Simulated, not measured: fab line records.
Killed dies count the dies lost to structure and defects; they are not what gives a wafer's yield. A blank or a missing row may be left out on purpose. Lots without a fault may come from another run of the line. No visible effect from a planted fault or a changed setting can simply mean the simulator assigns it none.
Code-filled problem report in 8D (eight disciplines) form / flow gf180mcu / the parts of the form that need people (team, actions taken, sign-off) are left out

1. PROBLEM STATEMENT
heater-power-total-W at GF_V2_SOFTBAKE_10 reads a mean of 98.25 W on 1 wafer of 1 lot; wafers without a fault read 93.06 W with a standard deviation of 0.06. Relative to the usual mean, that is a shift of +86 standard deviations.
The step: time 60 s.
Seen first at day 23 19:00 on litho-track-03, wafer L426.1. The record has a number at this step for 39 wafers belonging to 13 lots. Rule for "out" (also "out of limits"): further than 4 standard deviations from the usual mean. All remaining wafers that have a number are taken as sound.

2. WHAT IT IS, WHAT IT ISN'T
question=which readings at this step | is=heater-power-total-W, run-length-s | is not=-
question=which lots | is=L426 | is not=L415, L416, L417, L418, L420, L422, L424, L433, L434, L435, L437, L438
question=which wafers of those lots | is=L426.1 | is not=L426.2, L426.6
question=read on which tools | is=litho-track-03 | is not=litho-track-01, litho-track-02
question=when | is=from day 23 19:00 | is not=up to then (23 sound wafers); but 15 sound wafers of L433, L434, L435, L437, L438 came after

3. THE SUSPECTS, EACH WITH WHAT RULES IT OUT
Counting: if a tool at a process step up to the reading ran every lot that is out, it stays a suspect. Sound lots after the first of them don't rule it out here, since some wafers of a struck lot are sound.
- pvd-sputter-03 at GF_M1_SPUTTER_00 (material Ti, target thk 37.5 nm, time 150 s): kept. It processed L426, the lot that is out, at day 20 04:49, and its most recent sound lot before then was L422 at day 19 06:08.
- pvd-sputter-01 at GF_M2_SPUTTER_00 (material Ti, target thk 37.5 nm, time 150 s): kept. It processed L426, the lot that is out, at day 22 06:50, and its most recent sound lot before then was L416 at day 18 18:11.
- litho-track-03 at GF_V2_SOFTBAKE_10 (time 60 s): kept. It processed L426, the lot that is out, at day 23 19:00, and its most recent sound lot before then was L416 at day 20 09:00. Out on those wafers are its own readings of heater-power-total-W, run-length-s.
After the count, these remain: pvd-sputter-03 at GF_M1_SPUTTER_00, pvd-sputter-01 at GF_M2_SPUTTER_00 and litho-track-03 at GF_V2_SOFTBAKE_10.

4. THE CAUSE (what the simulator had put in)
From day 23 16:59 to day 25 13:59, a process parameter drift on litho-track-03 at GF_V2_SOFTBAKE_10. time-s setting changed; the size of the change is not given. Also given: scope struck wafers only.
3 suspects survive the count, and this tool is in that group.

5. SEQUENCE OF EFFECTS, ordered by route
Rows list readings where the struck wafers' mean (over those with a number) sits beyond 3 standard deviations from the usual. Only readings for which the record gives a usual standard deviation are gone through. hours: the time from each lot's start at the first step in this table that gives one to its start at this step, as a median over the lots. sigmas: the change in usual standard deviations.
hours=0; step=GF_V2_SOFTBAKE_10; reading=heater-power-total-W; usual=93.06 W; on struck wafers=98.25; change=+5.19; sigmas=+86
hours=0; step=GF_V2_SOFTBAKE_10; reading=run-length-s; usual=89.12 s; on struck wafers=79.96; change=-9.16; sigmas=-54
The process steps in it:
- GF_V2_SOFTBAKE_10: time 60 s.

6. HOW IT WOULD HAVE BEEN CAUGHT EARLIER
The fault began at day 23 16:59; the first out-of-limits reading in this record came at day 23 19:00, 2 hours later.
